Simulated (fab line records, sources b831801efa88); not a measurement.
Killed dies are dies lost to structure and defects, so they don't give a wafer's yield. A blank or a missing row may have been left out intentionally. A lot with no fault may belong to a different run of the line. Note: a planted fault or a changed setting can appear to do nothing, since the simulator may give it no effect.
Which tool did it?	flow gf180mcu	12 lots with 36 wafers sampled at 5 steps, on a route of 602 steps

WHAT THE GAUGES READ, wafer by wafer
The record lacks any reading of a measuring or inspecting step that a usual standard deviation could be used to judge.

TOOL THAT RAN EACH LOT (tool first, then ch and the chambers of the sampled wafers, then the start)
lot	GF_STI_ETCH_14	GF_STI_CMP_25	GF_LVPWELL_COAT_02	GF_LVPWELL_STRIP_10	GF_V1_ETCH_16
L330	rie si-01 ch 0,2,3, day 2 06:34	cmp-01 ch 0,1,2, day 2 08:25	litho track-04 ch 0, day 3 19:17	plasma asher-03 ch 0,1, day 4 02:38	rie diel-03 ch 0,1,2, day 18 08:53
L331	rie si-02 ch 1,2,3, day 2 13:35	cmp-02 ch 1,2, day 2 15:35	litho track-02 ch 0, day 4 03:20	plasma asher-04 ch 0,1, day 4 10:41	rie diel-01 ch 0,1, day 18 20:38
L332	rie si-01 ch 0,1,3, day 2 17:01	cmp-01 ch 0,2,3, day 2 19:25	litho track-02 ch 0, day 4 07:23	plasma asher-04 ch 0,1, day 4 13:56	rie diel-01 ch 0,2,3, day 19 05:35
L334	rie si-01 ch 2,3, day 3 05:04	cmp-01 ch 1,2, day 3 06:56	litho track-04 ch 0, day 4 19:35	plasma asher-03 ch 0,1, day 5 03:08	rie diel-01 ch 0,1, day 20 14:42
L335	rie si-02 ch 0,3, day 3 08:16	cmp-01 ch 1,2, day 3 10:19	litho track-02 ch 0, day 4 22:32	plasma asher-02 ch 0,1, day 5 05:28	rie diel-03 ch 1,2,3, day 20 13:45
L336	rie si-02 ch 2,3, day 3 14:19	cmp-01 ch 0,2,3, day 3 16:41	litho track-02 ch 0, day 5 05:05	plasma asher-02 ch 0,1, day 5 12:40	rie diel-03 ch 2,3, day 20 22:57
L338	rie si-02 ch 0,2,3, day 3 23:22	cmp-02 ch 1,2,3, day 4 01:16	litho track-03 ch 0, day 5 14:53	plasma asher-04 ch 0,1, day 5 22:17	rie diel-03 ch 2,3, day 21 20:28
L339	rie si-02 ch 0,1, day 4 04:44	cmp-02 ch 2,3, day 4 07:42	litho track-04 ch 0, day 5 22:10	plasma asher-03 ch 0,1, day 6 06:32	rie diel-01 ch 0,1,3, day 22 06:36
L342	rie si-01 ch 0,3, day 4 19:38	cmp-02 ch 0,3, day 4 21:32	litho track-03 ch 0, day 6 14:45	plasma asher-02 ch 0,1, day 6 23:03	rie diel-02 ch 0,2,3, day 23 10:25
L347	rie si-02 ch 0,2, day 5 22:34	cmp-01 ch 0,2, day 6 00:26	litho track-03 ch 0, day 7 18:15	plasma asher-03 ch 0,1, day 8 02:46	rie diel-01 ch 1,3, day 24 22:46
L348	rie si-02 ch 0,1,2, day 6 04:49	cmp-02 ch 0,3, day 6 06:40	litho track-03 ch 0, day 8 00:48	plasma asher-03 ch 0,1, day 8 09:54	rie diel-03 ch 1,2,3, day 25 11:46
L352	rie si-02 ch 0,1,3, day 7 00:14	cmp-01 ch 1,2,3, day 7 02:15	litho track-02 ch 0, day 8 21:28	plasma asher-02 ch 0,1, day 9 06:43	rie diel-03 ch 1,2, day 26 07:31
- GF_STI_ETCH_14: etches Si in HBr/Cl2/O2, target depth 360 nm, time 102.9 s.
- GF_STI_CMP_25: polishes, stops on Si3N4, t overpolish 33 s, target thk 524.6 nm.
- GF_LVPWELL_COAT_02: resist thk 3000 nm.
- GF_LVPWELL_STRIP_10: strips in O2/N2.
- GF_V1_ETCH_16: etches BARC in N2/H2.

WHAT THE TOOLS THEMSELVES READ (means of the sampled wafers that have a number; where no wafer has one, the mark that the record gives instead)
GF_STI_ETCH_14.
lot	tool	drypump motor current A (A)	mfc cl2 sccm (sccm)	oes product au (a.u.)	throttle valve pct (%)
L330	rie si-01	5.99	39.92	1.000	25.651
L331	rie si-02	5.72	39.94	0.982	25.658
L332	rie si-01	5.98	40.02	1.009	25.649
L334	rie si-01	5.86	40.05	0.990	25.664
L335	rie si-02	5.81	39.90	0.995	25.660
L336	rie si-02	5.88	40.09	0.996	25.653
L338	rie si-02	5.81	39.97	0.992	25.662
L339	rie si-02	5.54	39.95	0.998	25.663
L342	rie si-01	6.04	39.95	0.993	25.653
L347	rie si-02	5.71	39.99	0.992	25.662
L348	rie si-02	5.61	39.94	0.989	25.659
L352	rie si-02	5.63	40.02	0.986	25.657

GF_STI_CMP_25.
lot	tool	head pressure psi (psi)	motor current A (A)	overpolish run s (s)	time to endpoint s (s)
L330	cmp-01	4.000	11.5	32.996	125
L331	cmp-02	4.003	10.5	33.010	134
L332	cmp-01	4.001	11.5	32.990	125
L334	cmp-01	3.995	12.3	33.003	124
L335	cmp-01	4.002	12.7	33.001	124
L336	cmp-01	4.007	11.9	33.006	123
L338	cmp-02	3.998	11.8	33.001	130
L339	cmp-02	4.002	12.2	32.994	124
L342	cmp-02	4.003	13.7	32.994	120
L347	cmp-01	3.997	11.5	32.998	121
L348	cmp-02	4.004	13.7	33.005	114
L352	cmp-01	3.996	12.6	32.995	115

GF_LVPWELL_STRIP_10.
lot	tool	drypump motor current A (A)	heater power w (W)	o2 flow sccm (sccm)	oes product au (a.u.)	platen temp c (C)	strip time to endpoint s (s)
L330	plasma asher-03	5.1	320	2997	0.724	250.09	36.89
L331	plasma asher-04	5.8	408	2996	0.719	249.84	36.82
L332	plasma asher-04	5.3	394	3004	0.722	250.02	37.03
L334	plasma asher-03	5.5	329	2995	0.725	250.05	37.04
L335	plasma asher-02	5.5	365	2993	0.723	249.84	36.95
L336	plasma asher-02	5.8	382	3008	0.722	249.88	36.97
L338	plasma asher-04	5.3	398	2999	0.722	249.93	36.73
L339	plasma asher-03	5.1	311	2990	0.722	249.90	36.91
L342	plasma asher-02	5.4	360	2998	0.723	250.07	36.80
L347	plasma asher-03	5.1	311	2987	0.725	249.69	35.71
L348	plasma asher-03	5.1	313	3002	0.722	250.11	35.84
L352	plasma asher-02	5.4	359	3011	0.724	250.06	37.06

GF_V1_ETCH_16.
lot	tool	drypump motor current A (A)	oes product au (a.u.)	throttle valve pct (%)
L330	rie diel-03	5.8	0.850	13.234
L331	rie diel-01	6.3	0.854	13.232
L332	rie diel-01	5.8	0.854	13.220
L334	rie diel-01	6.0	0.854	13.223
L335	rie diel-03	5.7	0.850	13.220
L336	rie diel-03	5.3	0.854	13.234
L338	rie diel-03	5.4	0.850	13.220
L339	rie diel-01	6.0	0.858	13.216
L342	rie diel-02	6.0	0.855	13.218
L347	rie diel-01	6.4	0.855	13.219
L348	rie diel-03	5.7	0.847	13.221
L352	rie diel-03	5.9	0.851	13.218

THE ANSWER, worked out from the rows above alone
Rule: usual is defined by the lots themselves. Put in order of their means at a reading, lots are off if they are a third of the lots or fewer, leave a main group of 4 or more, and stand apart from it by a gap of 3 or more times the standard deviation of the main group's means; of several such gaps the widest counts. A main group whose means are all the same, to the digits that the tables above print for the reading, isn't used. A lot without any number at a reading at which 4 lots or more have one is off too. Where the step has rows for the other lots, those lots are counted as sound. First the gauges in route order, then the tools' own readings, where a lot's mean is used as printed above. At the first step where some lot is off, the reading lying furthest off is the one used; lots without a number count as furthest.
Off, at GF_LVPWELL_STRIP_10 on strip time to endpoint s: L347, L348. Main group: mean 36.92 s, sd 0.11.
If a tool, at that step or one of the process steps before it, ran each lot that is off and ran no sound lot following the first of them, it fits. Undecided on this evidence; 2 tools fit (litho track-03 at GF_LVPWELL_COAT_02, plasma asher-03 at GF_LVPWELL_STRIP_10).

WHAT THE SIMULATOR HAD INSERTED
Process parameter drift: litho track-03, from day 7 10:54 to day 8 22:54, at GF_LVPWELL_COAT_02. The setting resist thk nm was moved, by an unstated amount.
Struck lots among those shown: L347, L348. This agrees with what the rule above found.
